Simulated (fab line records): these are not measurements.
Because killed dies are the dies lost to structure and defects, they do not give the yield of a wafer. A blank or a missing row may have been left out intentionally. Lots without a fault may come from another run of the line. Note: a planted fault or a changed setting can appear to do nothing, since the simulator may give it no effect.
A struck lot beside a sound one	flow sky130	18 steps out of a route of 708
Sound: these wafers, L700.1, L700.5, L700.6. Struck: wafers L702.1, L702.2. (L702.3 of the same lot was not struck and is left out.) The cause comes at the end.
Per side, at each step with rows, come the tool, then ch with its chambers, and then its first start. Under that, the readings that differ: sound wafers	struck wafers	difference of the means	sigmas: that difference in standard deviations of wafers without a fault.
alike: a reading whose means differ by less than 2 such deviations, as well as words and numbers matching on both sides. not compared: withheld readings; readings where some wafer has no value; bounds like >300 that might hide an equal value; numbers whose values overlap and for which the record gives no deviation.
The two part at a step that has a row with sigmas, a row that says differs or no value, or rows on one side only. Numbers that don't overlap but have no deviation are shown without sigmas and don't part them. A reading missing from all wafers of one side parts the sides only when that side holds two or more wafers.

first, 2 steps without rows for these wafers: SKY_CONTACT_PEB_12; SKY_CONTACT_DEVELOP_13 (develop time 60 s).
SKY_CONTACT_CD_MEAS_14 targets a cd of 170 nm.
  sound: cd-sem-02 at day 34 08:45; struck: cd-sem-01 at day 34 14:42
  alike: cd-nm
SKY_CONTACT_OVL_MEAS_15:
  sound: overlay-02 at day 34 08:52; struck: overlay-01 at day 34 14:49
  alike: CONTACT_OVL
SKY_CONTACT_ETCH_16: etches BARC in N2/H2, stops on SiO2, time 45.9 s, target depth 60 nm.
  sound on rie-diel-01 ch 0,1, day 34 08:54; struck on rie-diel-01 ch 0,2, day 34 14:51
  alike: drypump-motor-current-A, oes-product-au, throttle-valve-pct
  not compared: rf-hours-counter-h
SKY_CONTACT_ETCH_17: etches SiO2 in C4F8/O2/Ar, stops on Si3N4, target depth 340 nm.
  sound on rie-diel-01 ch 0,1, day 34 08:57; struck on rie-diel-01 ch 0,2, day 34 14:54
  alike: oes-product-au
SKY_CONTACT_ETCH_18: etches Si3N4 in CHF3/O2, stops on TiN, time 39 s, target depth 75 nm.
  sound: rie-diel-01 ch 0,1; struck: rie-diel-01 ch 0,2
  alike: drypump-motor-current-A, oes-product-au, throttle-valve-pct
  not compared: rf-hours-counter-h
then, 4 steps without rows for these wafers: SKY_CONTACT_STRIP_19 (strips in O2/N2); SKY_CONTACT_STRIP_20 (strips in post etch residue remover, time 1200 s); SKY_CONTACT_CLEAN_21 (cleans in IPA, time 180 s); SKY_CONTACT_CLEAN_22 (cleans in O3/DIW).
SKY_CONTACT_SPUTTER_23: material TiN, target thk 20 nm, time 80 s.
  sound: pvd-sputter-01 at day 34 09:38; struck: pvd-sputter-01 at day 34 15:41
  alike: throttle-valve-pct
SKY_CONTACT_CVD_24: deposits W, target thk 340 nm, time 102.12 s.
  sound on cvd-w-02 ch 0,1, day 34 09:42; struck on cvd-w-02 ch 0,1, day 34 15:44
reading	sound	struck	difference	sigmas
model.W_of_CONTACT_CVD_24.thk-nm (nm)	333.6 330.5 335.3	229.4 226.2	-105.3	
  alike: heater-power-w
SKY_CONTACT_RS_MEAS_25: measurement is done with a four-point probe.
  sound: film-metro-02 at day 34 09:49; struck: film-metro-01 at day 34 16:08
reading	sound	struck	difference	sigmas
CONTACT_W_RS (ohm/sq)	0.346 0.347 0.343	0.503 0.510	+0.161	+40
  not compared: hold
SKY_CONTACT_THK_MEAS_26: measures by xrf.
  sound: film-metro-02 at day 34 09:56; struck: film-metro-01 at day 34 18:14
reading	sound	struck	difference	sigmas
CONTACT_W_THK (nm)	324 323 327	221 218	-105	-23
  not compared: hold
SKY_CONTACT_CMP_27: polishes, stops on SiO2, t overpolish 15 s, target thk 0 nm.
  sound on cmp-01 ch 1,2,3, day 34 10:05; struck on cmp-02 ch 1,2, day 34 21:38
reading	sound	struck	difference	sigmas
hold	- - -	await-dispo/3.3h/release await-dispo/3.3h/release	no value on the sound wafers	
time-to-endpoint-s (s)	80 78 86	54 59	-25	-5
  alike: motor-current-A, platen-rpm, retaining-ring-pressure-frac
SKY_METAL1_SPUTTER_00: material Ti, target thk 15 nm, time 10 s.
  sound: pvd-sputter-02 at day 34 10:17; struck: pvd-sputter-04 at day 34 21:53
  alike: throttle-valve-pct
-- the record jumps here: 13 days lie between the struck wafers' starts before and after (it left off in module METAL1 and takes up again in module PAD_OPEN, whose first step shown is number 708 of the route) --
SKY_PAD_OPEN_PROBE_99:
  rows exist in the record for the struck wafers here (prober-01, day 48 01:59), but not for the sound ones

## WHERE THEY PART
First at SKY_CONTACT_RS_MEAS_25; last, within this record, at SKY_PAD_OPEN_PROBE_99.

WHY: whatever the simulator had introduced
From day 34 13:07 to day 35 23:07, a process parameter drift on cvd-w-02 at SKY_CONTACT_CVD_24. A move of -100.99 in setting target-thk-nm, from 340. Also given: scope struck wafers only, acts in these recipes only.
